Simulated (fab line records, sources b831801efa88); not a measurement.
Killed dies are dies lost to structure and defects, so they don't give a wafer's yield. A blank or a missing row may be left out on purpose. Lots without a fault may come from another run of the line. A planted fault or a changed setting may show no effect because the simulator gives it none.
Split-lot experiment | flow sky130 | 5 lots, 23 wafers read, on a route of 708 steps

THE SPLIT
At SKY_VT_ADJUST_LVTN_COAT_13 (resist thk 1140 nm), the setting resist_thk_nm was moved away from the recipe's 1140 nm on 10 of the 23 wafers read, by -4.0% to +3.0%. The other wafers ran this setting at the recipe's value.

The reading is taken at the split's own step.

THE READING
NOVOLAK_of_VT_ADJUST_LVTN_COAT_13.thk_nm (the simulator's own value, which no gauge read), in nm, at SKY_VT_ADJUST_LVTN_COAT_13 (resist thk 1140 nm). The file gives no usual value for it. The 13 wafers here that ran the recipe average 1139 nm, standard deviation 3.3 nm.

wafer  | tool, chamber at the split | resist_thk_nm as run, nm | against the recipe | NOVOLAK_of_VT_ADJUST_LVTN_COAT_13.thk_nm, nm | against lot-mates on the recipe
L076.1 | litho_track-03, 0          | 1174                     | +3.0%              | 1168                                         | +30
L076.2 | litho_track-03, 0          | 1140                     | recipe             | 1137                                         | -
L076.3 | litho_track-03, 0          | 1174                     | +3.0%              | 1170                                         | +32
L076.5 | litho_track-03, 0          | 1174                     | +3.0%              | 1170                                         | +32
L076.6 | litho_track-03, 0          | 1140                     | recipe             | 1139                                         | -
L080.1 | litho_track-03, 0          | 1140                     | recipe             | 1138                                         | -
L080.3 | litho_track-03, 0          | 1140                     | recipe             | 1145                                         | -
L080.4 | litho_track-03, 0          | 1140                     | recipe             | 1142                                         | -
L080.5 | litho_track-03, 0          | 1160                     | +1.8%              | 1161                                         | +19
L080.6 | litho_track-03, 0          | 1160                     | +1.8%              | 1164                                         | +22
L082.1 | litho_track-01, 0          | 1117                     | -2.0%              | 1115                                         | -20
L082.2 | litho_track-01, 0          | 1117                     | -2.0%              | 1114                                         | -21
L082.3 | litho_track-01, 0          | 1117                     | -2.0%              | 1114                                         | -21
L082.5 | litho_track-01, 0          | 1140                     | recipe             | 1136                                         | -
L082.6 | litho_track-01, 0          | 1140                     | recipe             | 1134                                         | -
L083.4 | litho_track-01, 0          | 1140                     | recipe             | 1140                                         | -
L083.5 | litho_track-01, 0          | 1140                     | recipe             | 1137                                         | -
L083.6 | litho_track-01, 0          | 1140                     | recipe             | 1136                                         | -
L085.2 | litho_track-03, 0          | 1140                     | recipe             | 1142                                         | -
L085.5 | litho_track-03, 0          | 1140                     | recipe             | 1142                                         | -
L085.3 | litho_track-03, 0          | 1140                     | recipe             | 1144                                         | -
L085.4 | litho_track-03, 0          | 1094                     | -4.0%              | 1099                                         | -44
L085.6 | litho_track-03, 0          | 1094                     | -4.0%              | 1096                                         | -47

THE FIT
A straight line over all 23 wafers: NOVOLAK_of_VT_ADJUST_LVTN_COAT_13.thk_nm changes by +10.8 nm for each +1% of resist_thk_nm; r = +0.99; the points scatter about the line by 3.4 nm.
The same after taking each lot's own level away (the mean of its wafers on the recipe; 23 wafers): +10.9 nm for each +1%; r = +1.00; scatter 1.8 nm.
On that fit, the largest move of resist_thk_nm shifts the reading by 44 nm.
The lots' own levels span 1135.0 to 1142.7 nm, that is 2.3 times the standard deviation above.
So the lot-to-lot level changes the slope little: the two slopes agree.
Check: with one of the wafers moved furthest among these (-4.0%) left out of the fit, the line predicts -43.8 nm for it against its lot-mates. It came out at -43.7 nm against them.

OTHER SPLITS ON THESE WAFERS
These wafers also went through other splits before the reading. Each is held against what the fit with the lots' levels taken away leaves over:
other split on the same wafers         | wafers away from the commonest value | r with NOVOLAK_of_VT_ADJUST_LVTN_COAT_13.thk_nm (lot level and that fit taken away)
SKY_FIELD_ISO_CVD_03 pressure_mtorr    | 15                                   | -0.12
SKY_NWELL_OXIDATION_01 temp_c          | 10                                   | -0.02
SKY_NWELL_COAT_05 spin_rpm             | 11                                   | -0.06
SKY_NWELL_COAT_18 resist_thk_nm        | 6                                    | +0.02
SKY_VT_ADJUST_HVTP_IMPLANT_09 dose_cm2 | 6                                    | -0.11
SKY_VT_ADJUST_LVTN_IMPLANT_08 dose_cm2 | 8                                    | +0.01

THE WHOLE CHAIN: every reading that the file lists as answering this split, in the file's order
step                        | what it does       | reading                                                                                   | change (the file's fit)              | r (the file's)
SKY_VT_ADJUST_LVTN_COAT_13  | resist thk 1140 nm | NOVOLAK_of_VT_ADJUST_LVTN_COAT_13.thk_nm (the simulator's own value, which no gauge read) | +11 nm for each +1% of the setting   | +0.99
SKY_VT_ADJUST_LVTN_STRIP_20 | strips in O2/N2    | strip_time_to_endpoint_s                                                                  | withheld for each +1% of the setting | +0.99

THE FILE'S OWN FIT
NOVOLAK_of_VT_ADJUST_LVTN_COAT_13.thk_nm changes by +11 nm for each +1% of resist_thk_nm, r = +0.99.
